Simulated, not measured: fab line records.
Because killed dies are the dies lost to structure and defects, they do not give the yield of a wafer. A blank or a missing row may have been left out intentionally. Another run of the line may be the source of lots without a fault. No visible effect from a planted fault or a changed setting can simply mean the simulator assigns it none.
What tool caused it? + flow gf180mcu + 11 lots, 33 wafers sampled, at 6 steps of a route of 602

## WHAT EACH GAUGE READ, for each wafer
GF_M2_CD_MEAS_14: target cd 280 nm. Usual: 280.2 nm for cdNm, sd 1.1.
| lot  | measured     | on       | cdNm (nm)         | flag |
|------|--------------|----------|-------------------|------|
| L517 | day 19 16:19 | cdSem-02 | 280.3 280.3 279.0 |      |
| L519 | day 20 10:46 | cdSem-02 | 281.6 279.9 280.2 |      |
| L520 | day 20 21:52 | cdSem-02 | 279.8 280.5 280.6 |      |
| L522 | day 21 15:05 | cdSem-01 | 280.7 281.6 281.5 |      |
| L523 | day 22 03:14 | cdSem-02 | 279.7 280.3 281.6 |      |
| L530 | day 24 16:46 | cdSem-02 | 279.8 279.8 279.6 |      |
| L531 | day 24 21:11 | cdSem-01 | 278.8 279.5 280.3 |      |
| L532 | day 25 05:49 | cdSem-02 | 280.7 281.1 280.4 |      |
| L535 | day 26 03:30 | cdSem-01 | 279.7 279.1 280.6 |      |
| L537 | day 26 15:05 | cdSem-01 | 278.1 277.1 279.4 |      |
| L539 | day 27 10:56 | cdSem-01 | 280.9 280.9 281.3 |      |

GF_M2_OVL_MEAS_15. Usual: for M2_OVL the level is 5 nm and the standard deviation is 6.2.
| lot  | measured     | on         | M2_OVL (nm) | flag |
|------|--------------|------------|-------------|------|
| L517 | day 19 16:25 | overlay-01 | 14 12 17    |      |
| L519 | day 20 10:53 | overlay-02 | 2 -3 -7     |      |
| L520 | day 20 21:58 | overlay-02 | 14 9 16     |      |
| L522 | day 21 15:12 | overlay-01 | 4 7 2       |      |
| L523 | day 22 03:22 | overlay-01 | 7 13 9      |      |
| L530 | day 24 16:52 | overlay-01 | -2 -4 -3    |      |
| L531 | day 24 21:16 | overlay-02 | 6 5 9       |      |
| L532 | day 25 05:55 | overlay-01 | 3 3 8       |      |
| L535 | day 26 03:37 | overlay-02 | -2 6 3      |      |
| L537 | day 26 15:13 | overlay-02 | 13 14 9     |      |
| L539 | day 27 11:04 | overlay-02 | 10 15 8     |      |

GF_V2_RS_MEAS_24: uses a four-point probe to measure. Usual: for V2_W_RS the level is 0.326 ohm/sq and the standard deviation is 0.0048.
| lot  | measured     | on           | V2_W_RS (ohm/sq)  | flag |
|------|--------------|--------------|-------------------|------|
| L517 | day 20 19:21 | filmMetro-02 | 0.323 0.321 0.319 |      |
| L519 | day 21 13:45 | filmMetro-01 | 0.326 0.331 0.332 |      |
| L520 | day 22 00:17 | filmMetro-01 | 0.322 0.324 0.320 |      |
| L522 | day 22 17:42 | filmMetro-01 | 0.330 0.319 0.326 |      |
| L523 | day 23 05:36 | filmMetro-02 | 0.329 0.320 0.317 |      |
| L530 | day 25 17:08 | filmMetro-02 | 0.394 0.394 0.389 | OFF  |
| L531 | day 25 20:53 | filmMetro-01 | 0.327 0.334 0.328 |      |
| L532 | day 26 04:44 | filmMetro-01 | 0.386 0.383 0.393 | OFF  |
| L535 | day 27 03:02 | filmMetro-01 | 0.333 0.327 0.334 |      |
| L537 | day 27 14:33 | filmMetro-02 | 0.323 0.332 0.330 |      |
| L539 | day 28 12:20 | filmMetro-02 | 0.324 0.330 0.330 |      |

GF_V2_THK_MEAS_25: measures by xrf. Usual: for V2_W_THK the level is 348 nm and the standard deviation is 5.9.
| lot  | measured     | on           | V2_W_THK (nm) | flag |
|------|--------------|--------------|---------------|------|
| L517 | day 20 19:28 | filmMetro-02 | 351 353 355   |      |
| L519 | day 21 13:52 | filmMetro-01 | 347 343 341   |      |
| L520 | day 22 00:24 | filmMetro-01 | 358 356 360   |      |
| L522 | day 22 17:49 | filmMetro-01 | 349 363 352   |      |
| L523 | day 23 05:43 | filmMetro-02 | 341 352 356   |      |
| L530 | day 25 17:15 | filmMetro-02 | 289 288 293   | OFF  |
| L531 | day 25 20:58 | filmMetro-01 | 352 343 351   |      |
| L532 | day 26 04:50 | filmMetro-01 | 300 301 293   | OFF  |
| L535 | day 27 03:09 | filmMetro-01 | 344 348 341   |      |
| L537 | day 27 14:40 | filmMetro-02 | 349 338 340   |      |
| L539 | day 28 12:27 | filmMetro-02 | 348 341 342   |      |

## WHICH TOOL RAN EACH LOT (tool, then ch and the chambers of the sampled wafers, then the start)
| lot  | GF_V1_CMP_26                  | GF_V2_CVD_23                 |
|------|-------------------------------|------------------------------|
| L517 | cmp-01 ch 1,3, day 18 15:15   | cvdW-02 ch 0, day 20 19:09   |
| L519 | cmp-01 ch 1,2,3, day 19 09:14 | cvdW-01 ch 0,1, day 21 13:38 |
| L520 | cmp-02 ch 0,1, day 19 20:36   | cvdW-02 ch 1, day 22 00:10   |
| L522 | cmp-02 ch 2,3, day 20 13:50   | cvdW-02 ch 0,1, day 22 17:35 |
| L523 | cmp-01 ch 0,1,3, day 21 02:10 | cvdW-02 ch 0,1, day 23 05:29 |
| L530 | cmp-02 ch 0,1,3, day 23 17:33 | cvdW-02 ch 0,1, day 25 17:01 |
| L531 | cmp-01 ch 0,3, day 23 22:26   | cvdW-01 ch 0,1, day 25 20:44 |
| L532 | cmp-01 ch 0,1, day 24 07:42   | cvdW-02 ch 0,1, day 26 04:36 |
| L535 | cmp-01 ch 0,2,3, day 25 06:15 | cvdW-01 ch 0,1, day 27 02:55 |
| L537 | cmp-02 ch 0,2,3, day 25 18:03 | cvdW-01 ch 0,1, day 27 14:26 |
| L539 | cmp-01 ch 0,1,3, day 26 13:48 | cvdW-01 ch 0,1, day 28 12:10 |
- GF_V1_CMP_26: polishes, stops on SiO2, t overpolish 15 s, target thk 0 nm.
- GF_V2_CVD_23: deposits W, target thk 350 nm, time 104.94 s.

## WHAT THE TOOLS THEMSELVES READ (means of the sampled wafers that have a number; where no wafer has one, the mark that the record gives instead)
GF_V1_CMP_26. Usual: motorCurrentA 11.2 A, standard deviation 1.8; overpolishRunS 14.999 s, standard deviation 0.009; timeToEndpointS 85 s, standard deviation 3.8.
| lot  | tool   | motorCurrentA (A) | overpolishRunS (s) | timeToEndpointS (s) | flag |
|------|--------|-------------------|--------------------|---------------------|------|
| L517 | cmp-01 | 12.2              | 14.995             | 80                  |      |
| L519 | cmp-01 | 11.6              | 14.997             | 79                  |      |
| L520 | cmp-02 | 11.4              | 14.996             | 87                  |      |
| L522 | cmp-02 | 11.5              | 15.002             | 85                  |      |
| L523 | cmp-01 | 11.7              | 14.994             | 85                  |      |
| L530 | cmp-02 | 11.0              | 15.005             | 90                  |      |
| L531 | cmp-01 | 11.7              | 14.999             | 91                  |      |
| L532 | cmp-01 | 10.3              | 14.997             | 86                  |      |
| L535 | cmp-01 | 11.4              | 14.994             | 84                  |      |
| L537 | cmp-02 | 10.6              | 15.003             | 87                  |      |
| L539 | cmp-01 | 11.8              | 15.001             | 87                  |      |

GF_V2_CVD_23. Usual: chamberPressureTorr 40.02 Torr, standard deviation 0.087; heaterPowerW 900 W, standard deviation 64; susceptorTempC 400.02 C, standard deviation 0.22.
| lot  | tool    | chamberPressureTorr (Torr) | heaterPowerW (W) | susceptorTempC (C) | flag |
|------|---------|----------------------------|------------------|--------------------|------|
| L517 | cvdW-02 | 40.11                      | 873              | 400.17             |      |
| L519 | cvdW-01 | 39.99                      | 866              | 399.91             |      |
| L520 | cvdW-02 | 39.92                      | 993              | 399.94             |      |
| L522 | cvdW-02 | 40.05                      | 904              | 400.11             |      |
| L523 | cvdW-02 | 40.03                      | 947              | 400.05             |      |
| L530 | cvdW-02 | 40.05                      | 870              | 390.63             | OFF  |
| L531 | cvdW-01 | 39.92                      | 845              | 400.16             |      |
| L532 | cvdW-02 | 40.05                      | 869              | 390.70             | OFF  |
| L535 | cvdW-01 | 40.11                      | 851              | 400.18             |      |
| L537 | cvdW-01 | 40.06                      | 877              | 399.72             |      |
| L539 | cvdW-01 | 40.02                      | 873              | 400.15             |      |

## THE ANSWER, worked out from the rows above alone
Rule: lot off if the mean of its wafers having a number is beyond 3 standard deviations from the usual mean. A lot without any number at a reading at which 4 lots or more have one is off too. The other lots that the step has rows for count as sound. After the gauges, taken in route order, come the tools' own readings; for these a lot's mean is taken, as printed above. The first step at which some lot is off is used, and at that step the reading that is off furthest; a lot without a number counts as furthest.
Off: at GF_V2_RS_MEAS_24 (V2_W_RS), L530, L532.
If a tool, at a process step before that reading, ran all the lots that are off and no sound lot after the first of them, it fits. Not tried: the gauges at GF_V2_RS_MEAS_24; whatever is off there is also off at GF_V2_CVD_23, on other tools, and gauge error can't account for it. One candidate fits, namely cvdW-02 at GF_V2_CVD_23. Its last sound lot is L523 (day 23 05:29), its first lot that is off L530 (day 25 17:01): a fault that began between those two fits.
On the lots that are off, the tool's own readings at GF_V2_CVD_23 differ by more than 5 times the standard deviation of the sound lots' means, which bears it out; susceptorTempC reads 390.66 C there versus 400.04 C on the sound lots.

## WHAT THE SIMULATOR PUT IN
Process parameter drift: cvdW-02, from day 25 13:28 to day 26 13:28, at GF_V2_CVD_23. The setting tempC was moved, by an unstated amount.
Struck lots among those shown: L530, L532. The rule above reached the same finding.
